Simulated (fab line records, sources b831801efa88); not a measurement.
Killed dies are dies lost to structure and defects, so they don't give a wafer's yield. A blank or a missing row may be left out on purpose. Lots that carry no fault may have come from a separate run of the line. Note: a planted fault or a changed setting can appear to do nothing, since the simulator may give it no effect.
Struck lot and sound lot, side by side + flow gf180mcu + 14 steps out of a route of 602
Sound: these wafers, L246.1, L246.2, L246.5. Struck: wafers L228.1, L228.3, L228.6. The cause is named last.
Order at every step that has rows: each side's tool, ch and its chambers, its first start. Under that, the readings that differ: sound wafers + struck wafers + difference of the means + sigmas: that difference in standard deviations of wafers without a fault.
alike: readings whose means differ by less than 2 such deviations, and words and numbers that are the same on both sides. not compared: withheld readings, readings that some wafer has no value for, bounds like >300 that may hide the same value, and numbers for which the record gives no deviation and whose values overlap.
A row with sigmas, a row that says differs or no value, or rows on one side alone: a step with any of these is where the two part. When numbers do not overlap yet have no deviation, they are printed without sigmas and do not part them. A reading that every wafer of one side lacks parts them only if that side has two wafers or more.

GF_V1_CMP_26: polishes, stops on SiO2, t overpolish 15 s, target thk 0 nm.
  sound on cmp-01 ch 1,2,3, day 25 21:00; struck on cmp-01 ch 0,1, day 19 19:35
  alike: motor-current-A, overpolish-run-s, time-to-endpoint-s
then, 1 step without rows for these wafers: GF_M2_SPUTTER_00 (material Ti, target thk 37.5 nm, time 150 s).
GF_M2_SPUTTER_01: material TiN, target thk 30 nm, time 25 s.
  sound on pvd-sputter-01, day 25 21:24; struck on pvd-sputter-04, day 19 19:59
  alike: throttle-valve-pct
GF_M2_SPUTTER_02: material AlCu, target thk 450 nm, time 23.9 s.
  sound on pvd-sputter-01, day 25 21:26; struck on pvd-sputter-04, day 19 20:01
  alike: throttle-valve-pct
GF_M2_SPUTTER_03: material Ti, target thk 10 nm, time 6.7 s.
  sound on pvd-sputter-01, day 25 21:28; struck on pvd-sputter-04, day 19 20:02
  alike: throttle-valve-pct
GF_M2_SPUTTER_04: material TiN, target thk 50 nm, time 41.7 s.
  sound on pvd-sputter-01, day 25 21:29; struck on pvd-sputter-04, day 19 20:04
  alike: throttle-valve-pct
GF_M2_RS_MEAS_05: measures by four-point-probe.
  sound on film-metro-03, day 25 21:31; struck on film-metro-04, day 19 20:06
  alike: M2_ALCU_RS
GF_M2_THK_MEAS_06: measures by xrf.
  sound on film-metro-03, day 25 21:38; struck on film-metro-04, day 19 20:13
  alike: M2_ALCU_THK
then, 4 steps without rows for these wafers: GF_M2_DEHYDRATE_07 (time 60 s); GF_M2_HMDS_08 (prime time 60 s); GF_M2_COAT_09 (resist thk 1000 nm); GF_M2_SOFTBAKE_10 (time 60 s).
GF_M2_EXPOSE_11: exposes mask Metal2, target cd 280 nm.
  sound on krf-scanner-02 ch 0, day 26 07:38; struck on krf-scanner-02, day 20 08:26
  no value came back on the struck wafers for exposure-dose-mJ-cm2, focus-offset-nm (nm); on the sound wafers exposure-dose-mJ-cm2 reads 27.946 27.971 27.997
  alike: mask
then, 1 step without rows for these wafers: GF_M2_PEB_12 (peb time 90 s).

WHERE THEY PART
Within this record, at GF_M2_EXPOSE_11 only.

WHY: whatever the simulator had introduced
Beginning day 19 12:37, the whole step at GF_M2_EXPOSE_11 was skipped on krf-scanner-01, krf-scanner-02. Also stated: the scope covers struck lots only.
